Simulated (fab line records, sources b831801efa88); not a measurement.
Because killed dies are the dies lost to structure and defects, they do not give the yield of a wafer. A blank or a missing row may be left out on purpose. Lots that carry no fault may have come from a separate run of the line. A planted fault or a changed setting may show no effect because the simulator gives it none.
What tool caused it? | flow sky130 | 13 lots, 39 wafers sampled, at 5 steps of a route of 708

WHAT THE GAUGES READ, wafer by wafer
SKY_NWELL_RS_MEAS_29: a four-point-probe measurement.
lot  | measured     | on            | NWELL_RS (ohm/sq)
L734 | day 5 08:37  | film-metro-01 | 625.0 623.5 624.4
L735 | day 5 16:11  | film-metro-01 | 623.9 625.8 625.2
L736 | day 5 19:31  | film-metro-01 | 623.5 623.0 624.0
L738 | day 6 09:46  | film-metro-03 | 628.6 628.8 626.4
L740 | day 7 05:58  | film-metro-04 | 624.9 624.1 625.6
L742 | day 7 08:28  | film-metro-04 | 625.0 623.9 624.8
L743 | day 7 13:58  | film-metro-01 | 624.9 625.6 623.9
L744 | day 7 21:35  | film-metro-04 | 622.9 622.8 623.6
L745 | day 8 10:13  | film-metro-04 | 626.3 622.8 623.5
L747 | day 8 19:58  | film-metro-03 | 626.9 623.5 626.4
L746 | day 8 20:20  | film-metro-04 | 621.1 621.3 620.5
L748 | day 9 03:05  | film-metro-04 | 623.6 625.0 620.2
L756 | day 10 20:55 | film-metro-01 | 623.2 623.8 623.4

SKY_VT_ADJUST_LVTN_TW_MEAS_21.
lot  | measured     | on            | VT_ADJUST_LVTN_2_TW
L734 | day 7 17:42  | film-metro-02 | 189.9 190.0 189.7
L735 | day 8 01:34  | film-metro-02 | 189.6 189.6 189.8
L736 | day 8 06:30  | film-metro-04 | 190.6 190.3 189.9
L738 | day 8 21:48  | film-metro-04 | 189.8 190.7 190.2
L740 | day 9 21:49  | film-metro-02 | 190.7 190.1 190.5
L742 | day 10 00:20 | film-metro-02 | 190.2 189.2 190.7
L743 | day 10 07:15 | film-metro-03 | 188.2 187.8 187.8
L744 | day 10 15:31 | film-metro-02 | 188.8 188.6 188.5
L745 | day 11 05:18 | film-metro-02 | 190.8 190.3 192.0
L747 | day 11 14:53 | film-metro-03 | 187.7 185.9 186.9
L746 | day 11 15:51 | film-metro-03 | 187.5 186.2 187.0
L748 | day 11 23:01 | film-metro-04 | 187.8 188.6 190.0
L756 | day 13 23:04 | film-metro-04 | 187.7 188.6 188.6

SKY_VT_ADJUST_NCORE_CD_MEAS_07 targets a cd of 380 nm.
lot  | measured     | on        | cd-nm (nm)
L734 | day 8 14:19  | cd-sem-01 | 383.1 383.5 382.3
L735 | day 8 22:41  | cd-sem-01 | 379.9 381.1 379.8
L736 | day 9 03:28  | cd-sem-01 | 380.5 381.7 381.1
L738 | day 9 19:09  | cd-sem-02 | 376.4 374.7 377.6
L740 | day 10 19:37 | cd-sem-02 | 375.8 378.1 374.8
L742 | day 10 22:41 | cd-sem-01 | 377.1 378.3 378.5
L743 | day 11 05:19 | cd-sem-02 | 378.6 380.4 376.1
L744 | day 11 13:53 | cd-sem-02 | 385.4 384.8 383.5
L745 | day 12 04:54 | cd-sem-02 | 375.2 376.1 374.6
L747 | day 12 15:09 | cd-sem-01 | 358.2 377.8 358.5
L746 | day 12 16:22 | cd-sem-02 | 381.2 385.1 381.8
L748 | day 13 00:17 | cd-sem-01 | 360.3 381.0 382.2
L756 | day 15 00:34 | cd-sem-01 | 382.1 383.3 382.3

WHICH TOOL RAN EACH LOT (tool, then ch and the chambers of the sampled wafers, then the start)
lot  | SKY_VT_ADJUST_HVTP_STRIP_10          | SKY_VT_ADJUST_NCORE_EXPOSE_04
L734 | plasma-asher-03 ch 0, day 6 02:53    | iline-stepper-01 ch 0, day 8 04:12
L735 | plasma-asher-03 ch 0, day 6 10:52    | iline-stepper-01 ch 0, day 8 11:19
L736 | plasma-asher-02 ch 0,1, day 6 14:49  | iline-stepper-02 ch 0, day 8 16:38
L738 | plasma-asher-01 ch 0,1, day 7 04:43  | iline-stepper-01 ch 0, day 9 07:39
L740 | plasma-asher-02 ch 0,1, day 8 02:33  | iline-stepper-02 ch 0, day 10 08:33
L742 | plasma-asher-02 ch 0,1, day 8 04:37  | iline-stepper-01 ch 0, day 10 11:17
L743 | plasma-asher-03 ch 1, day 8 10:50    | iline-stepper-01 ch 0, day 10 18:07
L744 | plasma-asher-01 ch 0,1, day 8 18:37  | iline-stepper-02 ch 0, day 11 02:42
L745 | plasma-asher-02 ch 0,1, day 9 08:04  | iline-stepper-01 ch 0, day 11 17:17
L747 | plasma-asher-01 ch 0,1, day 9 17:43  | iline-stepper-01 ch 0, day 12 03:10
L746 | plasma-asher-02 ch 0, day 9 18:05    | iline-stepper-02 ch 0, day 12 04:24
L748 | plasma-asher-03 ch 0,1, day 10 00:40 | iline-stepper-01 ch 0, day 12 11:43
L756 | plasma-asher-03 ch 0,1, day 11 20:47 | iline-stepper-02 ch 0, day 14 12:02
- SKY_VT_ADJUST_HVTP_STRIP_10: strips in O2/N2.
- SKY_VT_ADJUST_NCORE_EXPOSE_04: exposes mask LVTN COMPLEMENT THIN, target cd 380 nm.

WHAT THE TOOLS THEMSELVES READ (means of the sampled wafers that have a number; where no wafer has one, the mark that the record gives instead)
SKY_VT_ADJUST_HVTP_STRIP_10.
lot  | tool            | drypump-motor-current-A (A) | oes-product-au (a.u.) | strip-time-to-endpoint-s (s)
L734 | plasma-asher-03 | 6.1                         | 0.713                 | 14.19
L735 | plasma-asher-03 | 6.2                         | 0.716                 | 14.22
L736 | plasma-asher-02 | 5.8                         | 0.717                 | 14.21
L738 | plasma-asher-01 | 5.3                         | 0.715                 | 14.19
L740 | plasma-asher-02 | 5.8                         | 0.719                 | 14.19
L742 | plasma-asher-02 | 5.8                         | 0.717                 | 14.16
L743 | plasma-asher-03 | 6.3                         | 0.716                 | 14.21
L744 | plasma-asher-01 | 5.3                         | 0.715                 | 14.23
L745 | plasma-asher-02 | 5.8                         | 0.715                 | 14.20
L747 | plasma-asher-01 | 5.1                         | 0.711                 | 14.18
L746 | plasma-asher-02 | 5.8                         | 0.714                 | 14.18
L748 | plasma-asher-03 | 6.2                         | 0.717                 | 14.16
L756 | plasma-asher-03 | 6.2                         | 0.712                 | 14.10

THE ANSWER, worked out from the rows above alone
Rule: what is usual is taken from the lots themselves. Put in order of their means at a reading, lots are off if they are a third of the lots or fewer, leave a main group of 4 or more, and stand apart from it by a gap of 3 or more times the standard deviation of the main group's means; of several such gaps the widest counts. A main group is skipped when, at the precision printed for the reading in the tables above, its means are all equal. A lot without any number at a reading at which 4 lots or more have one is off too. Where the step has rows for the other lots, those lots are counted as sound. The gauges are gone through in route order, then the tools' own readings, and for those a lot's mean is taken as printed above. The first step at which some lot is off is used, and at that step the reading that is off furthest; a lot without a number counts as furthest.
Nothing can be told from this: no lot is off at any reading shown.

WHAT WAS PUT IN BY THE SIMULATOR
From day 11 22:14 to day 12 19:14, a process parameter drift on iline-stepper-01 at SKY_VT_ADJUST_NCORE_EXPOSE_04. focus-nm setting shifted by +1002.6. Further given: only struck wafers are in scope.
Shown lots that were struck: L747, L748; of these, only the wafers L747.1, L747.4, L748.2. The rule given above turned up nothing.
